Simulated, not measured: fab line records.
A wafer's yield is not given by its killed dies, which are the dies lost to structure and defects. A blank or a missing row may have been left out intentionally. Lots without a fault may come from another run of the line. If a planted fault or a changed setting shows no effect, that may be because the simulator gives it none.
A struck lot beside a sound one ; flow gf180mcu ; 15 out of 602 route steps
Sound: wafers L642.2, L642.5, L642.6. The struck wafers were L656.1, L656.3, L656.6. Last of all comes the cause.
At each step with rows: each side's tool, then ch and its chambers, then its first start. Under that, the readings that differ: sound wafers ; struck wafers ; difference of the means ; sigmas: that difference in standard deviations of wafers without a fault.
alike: a reading whose means differ by less than 2 such deviations, as well as words and numbers matching on both sides. not compared: withheld readings; readings where some wafer has no value; bounds like >300 that might hide an equal value; numbers whose values overlap and for which the record gives no deviation.
The two part at a step that has a row with sigmas, a row that says differs or no value, or rows on one side only. Numbers that don't overlap but have no deviation are shown without sigmas and don't part them. A reading that every wafer of one side lacks parts them only if that side has two wafers or more.

GF_V3_BOW_MEAS_05:
  sound on film-metro-04 at day 22 10:52; struck on film-metro-01 at day 27 06:20
  alike: V3_BOW
then, 8 steps without rows for these wafers: GF_V3_DEHYDRATE_06 (time 60 s); GF_V3_HMDS_07 (prime time 60 s); GF_V3_COAT_08; GF_V3_COAT_09 (resist thk 1000 nm); GF_V3_SOFTBAKE_10 (time 57.84 s); GF_V3_EXPOSE_11 (exposes mask Via3, target cd 260 nm); GF_V3_PEB_12 (peb time 90 s); GF_V3_DEVELOP_13 (develop time 60 s).
GF_V3_CD_MEAS_14: target cd 260 nm.
  sound on cd-sem-01 at day 23 09:39; struck on cd-sem-02 at day 28 02:20
  alike: cd-nm
GF_V3_OVL_MEAS_15:
  sound on overlay-02 at day 23 09:46; struck on overlay-01 at day 28 02:27
  alike: V3_OVL
GF_V3_ETCH_16: etches BARC in N2/H2.
  sound on rie-diel-04 ch 1,2,3, day 23 09:47; struck on rie-diel-04 ch 0,2, day 28 02:29
  alike: bias-w, chamber-pressure-mTorr, drypump-motor-current-A, oes-product-au, throttle-valve-pct
GF_V3_ETCH_17: etches SiO2 in C4F8/O2/Ar, stops on TiN, target depth 635 nm.
  sound on rie-diel-04 ch 1,2,3, day 23 09:00; struck on rie-diel-04 ch 0,2, day 28 02:00
  no value came back on the struck wafers for bias-w (W), chamber-pressure-mTorr (mTorr), oes-product-au (a.u.); on the sound wafers bias-w (W) reads 1200 1197 1201
  not compared: model.V3.cd-nm
GF_V3_STRIP_18: strips in O2/N2.
  sound on plasma-asher-01 ch 0,1, day 23 09:55; struck on plasma-asher-02 ch 0,1, day 28 02:37
reading;sound;struck;difference;sigmas
heater-power-w (W);344 333 341;389 405 416;+64;+2
oes-product-au (a.u.);0.592 0.590 0.605;0.671 0.664 0.663;+0.070;+15
  alike: drypump-motor-current-A
  not compared: rf-hours-counter-h
then, 1 step without rows for these wafers: GF_V3_STRIP_19 (strips in post etch residue remover, time 1200 s).

## WHERE THEY PART
Last at GF_V3_STRIP_18 as far as this record goes, first at GF_V3_ETCH_17.

WHY: what the simulator had put in
Entire step skipped (rie-diel-04, GF_V3_ETCH_17), from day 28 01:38 onward. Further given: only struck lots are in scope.
